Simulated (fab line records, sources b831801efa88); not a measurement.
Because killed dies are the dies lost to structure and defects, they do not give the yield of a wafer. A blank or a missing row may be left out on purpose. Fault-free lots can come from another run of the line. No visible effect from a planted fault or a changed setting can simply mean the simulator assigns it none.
Check of tool commonality || flow gf180mcu || Sample size 11 lots and 33 wafers

== WHAT PROMPTED THE OPENING ==
At GF_HV_LDD_THK_MEAS_57 the reading HV_LDD_CVD_56_THK is flagged on 2 of 11 lots. Fault-free wafers read 90.0 nm, with a standard deviation of 0.79.
Rule: a lot is flagged when every wafer of it that has a number lies more than 4 standard deviations from that mean, or none has a number. The other lots count as sound.

{"lot": "L315", "measured": "day 12 18:04", "on": "filmMetro-02", "HV_LDD_CVD_56_THK (nm), wafer by wafer": "90.3 90.0 90.3", "flag": ""}
{"lot": "L319", "measured": "day 14 04:38", "on": "filmMetro-02", "HV_LDD_CVD_56_THK (nm), wafer by wafer": "90.3 90.2 90.5", "flag": ""}
{"lot": "L320", "measured": "day 14 09:09", "on": "filmMetro-01", "HV_LDD_CVD_56_THK (nm), wafer by wafer": "88.6 89.3 88.5", "flag": ""}
{"lot": "L323", "measured": "day 15 03:59", "on": "filmMetro-01", "HV_LDD_CVD_56_THK (nm), wafer by wafer": "90.3 90.4 90.7", "flag": ""}
{"lot": "L322", "measured": "day 15 04:28", "on": "filmMetro-01", "HV_LDD_CVD_56_THK (nm), wafer by wafer": "90.0 91.3 89.8", "flag": ""}
{"lot": "L325", "measured": "day 15 20:02", "on": "filmMetro-04", "HV_LDD_CVD_56_THK (nm), wafer by wafer": "89.1 90.0 89.8", "flag": ""}
{"lot": "L324", "measured": "day 15 20:41", "on": "filmMetro-02", "HV_LDD_CVD_56_THK (nm), wafer by wafer": "89.9 89.8 90.1", "flag": ""}
{"lot": "L329", "measured": "day 17 04:23", "on": "filmMetro-01", "HV_LDD_CVD_56_THK (nm), wafer by wafer": "107.1 107.1 107.7", "flag": "FLAGGED"}
{"lot": "L330", "measured": "day 17 16:00", "on": "filmMetro-04", "HV_LDD_CVD_56_THK (nm), wafer by wafer": "106.5 106.4 105.8", "flag": "FLAGGED"}
{"lot": "L334", "measured": "day 18 23:06", "on": "filmMetro-04", "HV_LDD_CVD_56_THK (nm), wafer by wafer": "90.5 90.4 90.7", "flag": ""}
{"lot": "L335", "measured": "day 19 06:06", "on": "filmMetro-01", "HV_LDD_CVD_56_THK (nm), wafer by wafer": "90.5 90.4 90.2", "flag": ""}
On average the flagged lots' numbers are 106.8 nm, which is +16.8 nm against the usual, or +21 standard deviations.

== WHICH TOOL RAN EACH LOT ==
2 process steps preceding the reading are held in the record, out of 602 steps in the route. In each cell: the tool, then ch and the chambers that the sampled wafers went through, then the start.
{"lot": "L315", "flag": "", "GF_VT_IMPLANT_STRIP_09": "plasmaAsher-03 ch 0,1, day 5 15:01", "GF_HV_LDD_CVD_56": "lpcvd-02 ch 1, day 12 16:38"}
{"lot": "L319", "flag": "", "GF_VT_IMPLANT_STRIP_09": "plasmaAsher-01 ch 0,1, day 6 14:46", "GF_HV_LDD_CVD_56": "lpcvd-02 ch 1, day 14 03:13"}
{"lot": "L320", "flag": "", "GF_VT_IMPLANT_STRIP_09": "plasmaAsher-02 ch 0,1, day 6 21:43", "GF_HV_LDD_CVD_56": "lpcvd-02 ch 1, day 14 07:43"}
{"lot": "L323", "flag": "", "GF_VT_IMPLANT_STRIP_09": "plasmaAsher-02 ch 0,1, day 7 16:01", "GF_HV_LDD_CVD_56": "lpcvd-01 ch 1, day 15 02:34"}
{"lot": "L322", "flag": "", "GF_VT_IMPLANT_STRIP_09": "plasmaAsher-03 ch 0,1, day 7 10:46", "GF_HV_LDD_CVD_56": "lpcvd-02 ch 0, day 15 03:02"}
{"lot": "L325", "flag": "", "GF_VT_IMPLANT_STRIP_09": "plasmaAsher-03 ch 0,1, day 8 05:31", "GF_HV_LDD_CVD_56": "lpcvd-02 ch 0, day 15 18:37"}
{"lot": "L324", "flag": "", "GF_VT_IMPLANT_STRIP_09": "plasmaAsher-03 ch 0,1, day 7 23:01", "GF_HV_LDD_CVD_56": "lpcvd-01 ch 1, day 15 19:14"}
{"lot": "L329", "flag": "FLAGGED", "GF_VT_IMPLANT_STRIP_09": "plasmaAsher-03 ch 0,1, day 9 06:07", "GF_HV_LDD_CVD_56": "lpcvd-01 ch 1, day 17 02:58"}
{"lot": "L330", "flag": "FLAGGED", "GF_VT_IMPLANT_STRIP_09": "plasmaAsher-02 ch 0,1, day 9 14:01", "GF_HV_LDD_CVD_56": "lpcvd-01 ch 1, day 17 14:34"}
{"lot": "L334", "flag": "", "GF_VT_IMPLANT_STRIP_09": "plasmaAsher-01 ch 0,1, day 10 09:28", "GF_HV_LDD_CVD_56": "lpcvd-02 ch 0, day 18 21:38"}
{"lot": "L335", "flag": "", "GF_VT_IMPLANT_STRIP_09": "plasmaAsher-01 ch 0,1, day 10 17:56", "GF_HV_LDD_CVD_56": "lpcvd-02 ch 0, day 19 04:40"}
These steps, and what they do:
- GF_VT_IMPLANT_STRIP_09: strips in O2/N2.
- GF_HV_LDD_CVD_56: deposits Si3N4 from DCS/NH3, target thk 90 nm, time 1543 s.
- GF_HV_LDD_THK_MEAS_57

== FLAGGED AGAINST TOTAL, ONE TOOL AT A TIME (gauges that did the reading follow at the end) ==
{"step": "GF_VT_IMPLANT_STRIP_09", "tool": "plasmaAsher-01", "lots run": 3, "flagged": 0, "share of the flagged lots": "none", "sound lots run after its first flagged lot": "-"}
{"step": "GF_VT_IMPLANT_STRIP_09", "tool": "plasmaAsher-02", "lots run": 3, "flagged": 1, "share of the flagged lots": "some", "sound lots run after its first flagged lot": 0}
{"step": "GF_VT_IMPLANT_STRIP_09", "tool": "plasmaAsher-03", "lots run": 5, "flagged": 1, "share of the flagged lots": "some", "sound lots run after its first flagged lot": 0}
{"step": "GF_HV_LDD_CVD_56", "tool": "lpcvd-01", "lots run": 4, "flagged": 2, "share of the flagged lots": "all", "sound lots run after its first flagged lot": 0}
{"step": "GF_HV_LDD_CVD_56", "tool": "lpcvd-02", "lots run": 7, "flagged": 0, "share of the flagged lots": "none", "sound lots run after its first flagged lot": "-"}
{"step": "GF_HV_LDD_THK_MEAS_57", "tool": "filmMetro-01", "lots run": 5, "flagged": 1, "share of the flagged lots": "some", "sound lots run after its first flagged lot": "1 (L335)"}
{"step": "GF_HV_LDD_THK_MEAS_57", "tool": "filmMetro-02", "lots run": 3, "flagged": 0, "share of the flagged lots": "none", "sound lots run after its first flagged lot": "-"}
{"step": "GF_HV_LDD_THK_MEAS_57", "tool": "filmMetro-04", "lots run": 3, "flagged": 1, "share of the flagged lots": "some", "sound lots run after its first flagged lot": "1 (L334)"}

== THE TABLE: WHAT IT ALLOWS ==
1 row of the table ran every flagged lot: lpcvd-01 at GF_HV_LDD_CVD_56.
- lpcvd-01 at GF_HV_LDD_CVD_56 ran 4 lots, 2 of them flagged. Last sound lot L324 at day 15 19:14, first flagged lot L329 at day 17 02:58; a fault beginning in between fits.
One tool is left: lpcvd-01 at GF_HV_LDD_CVD_56.

== WHAT THE SIMULATOR HAD PUT IN ==
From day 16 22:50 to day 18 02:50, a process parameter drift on lpcvd-01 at GF_HV_LDD_CVD_56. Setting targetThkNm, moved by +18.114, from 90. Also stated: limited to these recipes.
Struck lots among those shown: L329, L330. The rule above reached the same finding.
